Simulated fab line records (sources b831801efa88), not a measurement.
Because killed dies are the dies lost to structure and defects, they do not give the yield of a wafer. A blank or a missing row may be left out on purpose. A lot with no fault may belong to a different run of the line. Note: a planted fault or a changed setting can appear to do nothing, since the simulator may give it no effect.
Comparing a struck lot with a sound one | flow sky130 | 18 out of 708 route steps
Sound: these wafers, L173.3, L173.4, L173.5. Wafers L177.1, L177.3, L177.5 were the ones struck. The cause is given at the end.
Order at every step that has rows: each side's tool, ch and its chambers, its first start. Under that, the readings that differ: sound wafers | struck wafers | difference of the means | sigmas: that difference in standard deviations of wafers without a fault.
alike: readings with means less than 2 such deviations apart, plus words and numbers identical on both sides. not compared: withheld readings, readings lacking a value on some wafer, bounds such as >300 that could conceal the same value, and numbers that have no deviation in the record and whose values overlap.
Wherever a step has rows on one side only, a row that says differs or no value, or a row with sigmas, the two part there. Numbers that have no deviation but don't overlap get no sigmas and don't part them. A reading missing from all wafers of one side parts the sides only when that side holds two or more wafers.

first, 4 steps without rows for these wafers: SKY_VT_ADJUST_LVTN_SOFTBAKE_14 (time 60 s); SKY_VT_ADJUST_LVTN_EXPOSE_15 (exposes mask HVN STD DERIVED, target cd 600 nm); SKY_VT_ADJUST_LVTN_PEB_16; SKY_VT_ADJUST_LVTN_DEVELOP_17 (develop time 60 s).
SKY_VT_ADJUST_LVTN_OVL_MEAS_18:
  struck on overlay-01, day 10 21:13; sound on overlay-02, day 9 08:56
  alike: VT_ADJUST_LVTN_01_OVL
then, 1 step without rows for these wafers: SKY_VT_ADJUST_LVTN_IMPLANT_19.
SKY_VT_ADJUST_LVTN_STRIP_20: strips in O2/N2.
  sound on plasma asher-04 ch 0,1, day 9 09:08; struck on plasma asher-02 ch 0,1, day 10 21:24
  reading                      | sound             | struck            | difference | sigmas
  oes product au (a.u.)        | 0.721 0.722 0.722 | 0.708 0.711 0.719 | -0.009     | -2
  strip time to endpoint s (s) | 14.19 14.21 14.22 | 14.09 14.07 14.13 | -0.11      | -3
  alike: chamber pressure mTorr, drypump motor current A
  not compared: rf hours counter h
SKY_VT_ADJUST_LVTN_TW_MEAS_21:
  struck on film metro-04, day 10 21:30; sound on film metro-04, day 9 09:13
  alike: VT_ADJUST_LVTN_2_TW
then, 4 steps without rows for these wafers: SKY_VT_ADJUST_NCORE_DEHYDRATE_00 (time 60 s); SKY_VT_ADJUST_NCORE_HMDS_01 (prime time 60 s); SKY_VT_ADJUST_NCORE_COAT_02 (resist thk 1140 nm); SKY_VT_ADJUST_NCORE_SOFTBAKE_03 (time 60 s).
SKY_VT_ADJUST_NCORE_EXPOSE_04: exposes mask LVTN COMPLEMENT THIN, target cd 380 nm.
  sound on iline stepper-01 ch 0, day 9 20:12; struck on iline stepper-01 ch 0, day 11 09:10
  reading                                 | sound                | struck               | difference | sigmas
  reticle temp C (C)                      | 22.99 22.90 22.79    | 23.19 23.20 23.09    | +0.27      | +2
  model.VT_ADJUST_NCORE.overlay x nm (nm) | 0.2954 0.2954 0.2954 | -122.8 -122.8 -122.8 | -123.1     |
  alike: mask
then, 2 steps without rows for these wafers: SKY_VT_ADJUST_NCORE_PEB_05; SKY_VT_ADJUST_NCORE_DEVELOP_06 (develop time 60 s).
SKY_VT_ADJUST_NCORE_CD_MEAS_07: the cd target is 380 nm.
  struck on cd sem-01, day 11 20:47; sound on cd sem-02, day 10 07:01
  alike: cd nm
SKY_VT_ADJUST_NCORE_OVL_MEAS_08:
  struck on overlay-02, day 11 21:07; sound on overlay-02, day 10 07:06
  reading                  | sound         | struck               | difference | sigmas
  VT_ADJUST_NCORE_OVL (nm) | -1.3 1.3 -0.3 | -122.9 -122.6 -123.5 | -122.9     | -99 or more
  not compared: hold
SKY_PAD_OPEN_PROBE_99:
  sound wafers here have rows in the record (prober-01, day 47 09:02); struck ones have none

## WHERE THEY PART
At SKY_VT_ADJUST_LVTN_STRIP_20 first; at SKY_PAD_OPEN_PROBE_99 last (within this record only).

WHY: whatever the simulator had introduced
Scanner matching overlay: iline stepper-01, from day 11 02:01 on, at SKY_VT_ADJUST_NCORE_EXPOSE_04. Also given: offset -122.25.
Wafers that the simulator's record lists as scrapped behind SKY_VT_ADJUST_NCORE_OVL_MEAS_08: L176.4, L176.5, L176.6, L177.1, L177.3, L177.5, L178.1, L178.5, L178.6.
